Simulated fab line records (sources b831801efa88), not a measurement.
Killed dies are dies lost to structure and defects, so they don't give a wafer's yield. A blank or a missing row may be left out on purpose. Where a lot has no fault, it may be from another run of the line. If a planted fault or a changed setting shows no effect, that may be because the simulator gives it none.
A lot that was struck, set against a sound lot | flow sfq line | 28 out of 325 route steps
Sound: these wafers, L475.2, L475.4, L475.6. Wafers struck: L479.3, L479.5, L479.6. The cause is given at the end.
Order at every step that has rows: each side's tool, ch and its chambers, its first start. Under that, the readings that differ: sound wafers | struck wafers | difference of the means | sigmas: that difference in standard deviations of wafers without a fault.
alike: same words and numbers on both sides, and readings whose means sit less than 2 such deviations apart. not compared: any withheld reading, any reading some wafer has no value for, any bound like >300 that may hide the same value, and any number with overlapping values for which the record gives no deviation.
The two part at a step that has a row with sigmas, a row that says differs or no value, or rows on one side only. Numbers that don't overlap but have no deviation are shown without sigmas and don't part them. Lack of a reading on every wafer of one side parts them only where that side has two or more wafers.

first, 6 steps without rows for these wafers: SFQ_TRILAYER_M2_LITHO_COAT_062 (resist thk 62 nm); SFQ_TRILAYER_M2_LITHO_COAT_057 (resist thk 600 nm); SFQ_TRILAYER_M2_LITHO_SOFTBAKE_061; SFQ_TRILAYER_M2_LITHO_EXPOSE_058 (exposes mask M2, target cd 500 nm); SFQ_TRILAYER_M2_LITHO_PEB_060 (peb time 60 s); SFQ_TRILAYER_M2_LITHO_DEVELOP_059 (time 60 s).
SFQ_M2_OVL_MEAS_916:
  sound: overlay-01 at day 20 15:05; struck: overlay-01 at day 21 13:54
  reading     | sound     | struck | difference | sigmas
  M2_OVL (nm) | -12 -9 -5 | 0 7 4  | +12        | +2
then, 1 step without rows for these wafers: SFQ_TRILAYER_M2_BARC_OPEN_METAL_ETCH_077 (etches BARC in O2, target depth 125 nm, time 41.7 s).
SFQ_TRILAYER_M2_ETCH_METAL_ETCH_060: etches Nb in Cl2/Ar, stops on SiO2, target depth 240 nm, time 120 s.
  sound on rie metal-03 ch 0,1, day 20 15:11; struck on rie metal-02 ch 0,1, day 21 14:01
  alike: bias w, drypump motor current A, oes product au
  not compared: rf hours counter h
SFQ_TRILAYER_M2_STRIP_STRIP_061: strips in O2.
  sound on rie metal-03 ch 0,1, day 20 15:19; struck on rie metal-02 ch 0,1, day 21 14:19
  alike: drypump motor current A, oes product au
  not compared: rf hours counter h
then, 1 step without rows for these wafers: SFQ_TRILAYER_M2_STRIP_SOLV_CLEAN_062 (cleans in NMP, time 600 s).
SFQ_TRILAYER_I2_DEP_PECVD_063: deposits SiO2 from SiH4/N2O, time 111.11 s, target thk 500 nm.
  sound on pecvd-01 ch 1,2, day 20 16:06; struck on pecvd-01 ch 0,1, day 21 14:53
  alike: heater power w, throttle valve pct
SFQ_TRILAYER_I2_CMP_CMP_064: polishes SiO2.
  sound on cmp-02 ch 1,3, day 20 21:23; struck on cmp-02 ch 2,3, day 22 03:40
  reading                                             | sound             | struck            | difference | sigmas
  model.SiO2_of_TRILAYER_I2_DEP_PECVD_063.thk nm (nm) | 202.5 198.8 199.5 | 179.1 179.9 180.6 | -20.4      |
  alike: motor current A, time to endpoint s
SFQ_I2_BOW_MEAS_917:
  sound: film metro-03 at day 20 23:55; struck: film metro-03 at day 22 06:12
  alike: I2_BOW
SFQ_TRILAYER_I2_METRO_MEASURE_065:
  sound: film metro-03 at day 21 00:13; struck: film metro-03 at day 22 06:41
  reading     | sound             | struck            | difference | sigmas
  thk nm (nm) | 202.4 198.5 199.3 | 179.1 179.9 180.7 | -20.2      | -14
then, 6 steps without rows for these wafers: SFQ_TRILAYER_I2_VIA_LITHO_COAT_072 (resist thk 62 nm); SFQ_TRILAYER_I2_VIA_LITHO_COAT_067 (resist thk 650 nm); SFQ_TRILAYER_I2_VIA_LITHO_SOFTBAKE_071; SFQ_TRILAYER_I2_VIA_LITHO_EXPOSE_068 (exposes mask I2, target cd 500 nm); SFQ_TRILAYER_I2_VIA_LITHO_PEB_070 (peb time 60 s); SFQ_TRILAYER_I2_VIA_LITHO_DEVELOP_069 (time 60 s).
-- the record jumps here: 4 days lie between the struck wafers' starts before and after --
SFQ_I2_OVL_MEAS_918:
  sound: overlay-01 at day 25 11:35; struck: overlay-02 at day 26 13:53
  alike: I2_OVL
SFQ_TRILAYER_I2_VIA_BARC_OPEN_VIA_ETCH_096: etches BARC in O2, target depth 125 nm, time 41.7 s.
  sound on rie diel-04 ch 2,3, day 25 11:37; struck on rie diel-04 ch 1,2, day 26 13:55
  alike: bias w, drypump motor current A, oes product au
  not compared: rf hours counter h
SFQ_TRILAYER_I2_VIA_ETCH_VIA_ETCH_070: etches SiO2 in CHF3, stops on Nb, target depth 260 nm.
  sound on rie diel-04 ch 2,3, day 25 11:39; struck on rie diel-04 ch 1,2, day 26 13:57
  reading                        | sound             | struck            | difference | sigmas
  oes product au (a.u.)          | 0.853 0.856 0.856 | 0.805 0.807 0.808 | -0.048     | -8
  model.etch.depth nm (nm)       | 202.5 198.8 199.5 | 179.1 179.9 180.6 | -20.4      |
  model.I2.feature depth nm (nm) | 202.5 198.8 199.5 | 179.1 179.9 180.6 | -20.4      |
  alike: bias w, drypump motor current A
then, 2 steps without rows for these wafers: SFQ_TRILAYER_I2_VIA_STRIP_STRIP_071 (strips in O2); SFQ_TRILAYER_I2_VIA_STRIP_SOLV_CLEAN_072 (cleans in NMP, time 600 s).
SFQ_TRILAYER_M3_DEP_PRE_CLEAN_074: time 22.5 s.
  sound: pvd sputter-04 at day 25 12:32; struck: pvd sputter-05 at day 26 14:50
  reading                                             | sound         | struck            | difference | sigmas
  model.SiO2_of_TRILAYER_I2_DEP_PECVD_063.thk nm (nm) | 195 191.3 192 | 171.6 172.4 173.1 | -20.4      |
SFQ_TRILAYER_M3_DEP_SPUTTER_073: material Nb, target thk 200 nm, time 133.3 s.
  sound: pvd sputter-04 at day 25 12:34; struck: pvd sputter-05 at day 26 14:52
  alike: substrate temp c, throttle valve pct

## WHERE THEY PART
At SFQ_M2_OVL_MEAS_916 first; at SFQ_TRILAYER_I2_VIA_ETCH_VIA_ETCH_070 last (within this record only). Later steps at which nothing parts them and some readings are alike: SFQ_TRILAYER_M3_DEP_SPUTTER_073.

WHY: what had been put in by the simulator
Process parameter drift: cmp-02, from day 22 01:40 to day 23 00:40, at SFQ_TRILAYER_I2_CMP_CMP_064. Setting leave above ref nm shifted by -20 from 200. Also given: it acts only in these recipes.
